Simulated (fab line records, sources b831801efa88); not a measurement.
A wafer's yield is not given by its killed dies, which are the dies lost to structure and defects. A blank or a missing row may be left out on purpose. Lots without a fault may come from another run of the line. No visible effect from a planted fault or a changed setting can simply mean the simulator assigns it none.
A lot that was struck, set against a sound lot | flow sky130 | 20 out of 708 route steps
Sound: wafers L556.2, L556.3, L556.4. Wafers struck: L560.2, L560.4, L560.6. Last of all comes the cause.
Each step with rows lists, per side, the tool, then ch with its chambers, then its first start. Under that, the readings that differ: sound wafers | struck wafers | difference of the means | sigmas: that difference in standard deviations of wafers without a fault.
alike: readings with means less than 2 such deviations apart, plus words and numbers identical on both sides. not compared: withheld readings, readings lacking a value on some wafer, bounds such as >300 that could conceal the same value, and numbers that have no deviation in the record and whose values overlap.
The two part at a step that has a row with sigmas, a row that says differs or no value, or rows on one side only. Numbers that don't overlap but have no deviation are shown without sigmas and don't part them. A reading missing from all wafers of one side parts the sides only when that side holds two or more wafers.

SKY_POLY_GATE_THK_MEAS_21:
  sound on film-metro-03, day 16 22:45; struck on film-metro-01, day 18 19:40
  alike: POLY_GATE_OXIDATION_THK
SKY_POLY_GATE_CD_MEAS_22:
  sound on cd-sem-02, day 16 22:55; struck on cd-sem-02, day 18 19:45
  alike: cd-nm
then, 7 steps without rows for these wafers: SKY_LDD_N_DEHYDRATE_00 (time 60 s); SKY_LDD_N_HMDS_01 (prime time 60 s); SKY_LDD_N_COAT_02 (resist thk 300 nm); SKY_LDD_N_SOFTBAKE_03 (time 60 s); SKY_LDD_N_EXPOSE_04 (exposes mask NTM, target cd 840 nm); SKY_LDD_N_PEB_05; SKY_LDD_N_DEVELOP_06 (develop time 60 s).
SKY_LDD_N_OVL_MEAS_07:
  sound on overlay-01, day 18 04:13; struck on overlay-01, day 20 02:21
  alike: LDD_N_OVL
then, 2 steps without rows for these wafers: SKY_LDD_N_IMPLANT_08; SKY_LDD_N_IMPLANT_09.
SKY_LDD_N_IMPLANT_10:
  sound on implanter-01 ch 0, day 18 04:35; struck on implanter-03, day 20 02:43
  no value came back on the struck wafers for beam-energy-keV, beam-on-s (s), end-station-pressure-torr (Torr); on the sound wafers beam-energy-keV reads 20.005 20.003 19.997
then, 5 steps without rows for these wafers: SKY_LDD_N_IMPLANT_11; SKY_LDD_N_IMPLANT_12; SKY_LDD_N_IMPLANT_13; SKY_LDD_N_IMPLANT_14; SKY_LDD_N_IMPLANT_15.
SKY_LDD_N_STRIP_16: strips in O2/N2.
  sound on plasma-asher-03 ch 0,1, day 18 05:27; struck on plasma-asher-03 ch 0,1, day 20 03:35
  reading                      | sound             | struck            | difference | sigmas
  strip-time-to-endpoint-s (s) | 4.323 4.333 4.324 | 4.142 4.130 4.134 | -0.191     | -15
  alike: drypump-motor-current-A, oes-product-au
  not compared: rf-hours-counter-h
SKY_LDD_N_TW_MEAS_17:
  sound on film-metro-01, day 18 05:34; struck on film-metro-04, day 20 03:41
  reading  | sound          | struck         | difference | sigmas
  LDD_N_TW | 2614 2637 2626 | 2409 2391 2413 | -221       | -8

## WHERE THEY PART
Last at SKY_LDD_N_TW_MEAS_17 as far as this record goes, first at SKY_LDD_N_IMPLANT_10.

WHY: what had been put in by the simulator
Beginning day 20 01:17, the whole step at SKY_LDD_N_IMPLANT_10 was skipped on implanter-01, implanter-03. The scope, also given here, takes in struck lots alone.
